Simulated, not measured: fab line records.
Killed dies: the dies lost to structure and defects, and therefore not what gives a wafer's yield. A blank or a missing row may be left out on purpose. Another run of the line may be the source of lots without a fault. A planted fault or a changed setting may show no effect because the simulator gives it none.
Matching of chambers    flow sfqLine    SFQ_TRILAYER_A5B_CMP_CMP_130 on cmp-01: 4 sister chambers
The step polishes, stops on Nb, target thk 340.7 nm. 4 wafers are shown with their chamber, then 8 later ones without.

WAFERS WITH THEIR CHAMBER
wafer   chamber  motorCurrentA (A)
L307.1  3        9.9
L308.1  0        11.1
L308.3  1        10.4
L309.2  2        10.7

WAFERS MISSING THEIR CHAMBER
wafer   motorCurrentA (A)
L309.4  9.5
L309.6  11.4
L310.4  10.8
L310.3  11.1
L310.5  10.6
L313.1  10.0
L313.2  11.0
L313.6  10.5

WHICH CHAMBER EACH ONE RAN IN
wafer   from the rows above           in truth
L309.4  3                             3
L309.6  0                             0
L310.4  can't be placed: 2 or 0 or 1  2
L310.3  0                             0
L310.5  can't be placed: 2 or 1       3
L313.1  can't be placed: 3 or 1       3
L313.2  can't be placed: 0 or 2       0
L313.6  can't be placed: 1 or 2       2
3 of 8 placed correctly. Unplaceable from these rows: 5, with the true chamber sitting among the candidates in 4. Placed wrongly: 0.
How it was worked out, from the rows above alone: a wafer's distance from a chamber is the root of the sum, over the readings, of the square of ((its reading less the chamber's mean) divided by the reading's scatter). The wafer belongs to the nearest chamber; if the next one is less than 2 further off, it can't be placed. Each chamber's mean is taken over the wafers shown for it. The scatter: root of mean squared gap, hidden wafer to nearest shown wafer, with one shown wafer a chamber.
